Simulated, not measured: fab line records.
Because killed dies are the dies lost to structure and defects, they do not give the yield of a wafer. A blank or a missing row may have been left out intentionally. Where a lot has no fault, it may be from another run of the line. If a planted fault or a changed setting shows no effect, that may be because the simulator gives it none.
Chamber matching + flow gf180mcu + GF_POLY_GATE_ETCH_13 on rie_si-02 has 4 sister chambers
The step etches poly-Si in HBr/Cl2, stops on SiO2, target depth 198.5 nm, time 69.6 s. 4 wafers are shown with their chamber, then 7 later ones without.

EACH WAFER AND ITS CHAMBER
| wafer  | chamber | drypump_motor_current_A (A) |
|--------|---------|-----------------------------|
| L642.1 | 2       | 5.3                         |
| L642.2 | 0       | 6.4                         |
| L644.3 | 3       | 5.6                         |
| L644.4 | 1       | 5.6                         |

WAFERS WITHOUT THEIR CHAMBER
| wafer  | drypump_motor_current_A (A) |
|--------|-----------------------------|
| L644.6 | 6.4                         |
| L645.1 | 5.5                         |
| L645.4 | 6.4                         |
| L645.5 | 5.6                         |
| L646.2 | 5.6                         |
| L646.4 | 5.6                         |
| L646.6 | 5.6                         |

THE CHAMBER EACH PASSED THROUGH
| wafer  | from the rows above     | in truth |
|--------|-------------------------|----------|
| L644.6 | 0                       | 0        |
| L645.1 | can't be placed: 1 or 3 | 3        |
| L645.4 | 0                       | 0        |
| L645.5 | can't be placed: 1 or 3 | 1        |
| L646.2 | can't be placed: 1 or 3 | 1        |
| L646.4 | can't be placed: 1 or 3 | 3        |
| L646.6 | can't be placed: 1 or 3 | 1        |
Correct placement for 2 of the 7. Not placeable from these rows: 5 (in 5, the candidates include the true chamber). Wrongly placed: 0.
How it was worked out, from the rows above alone: a wafer's distance from a chamber is the root of the sum, over the readings, of the square of ((its reading less the chamber's mean) divided by the reading's scatter). If the next closest chamber is less than 2 further off than the closest, the wafer can't be placed; otherwise it belongs to the closest. For every chamber, the mean is computed from those of its wafers that are shown. The scatter: root of mean squared gap, hidden wafer to nearest shown wafer, with one shown wafer a chamber.
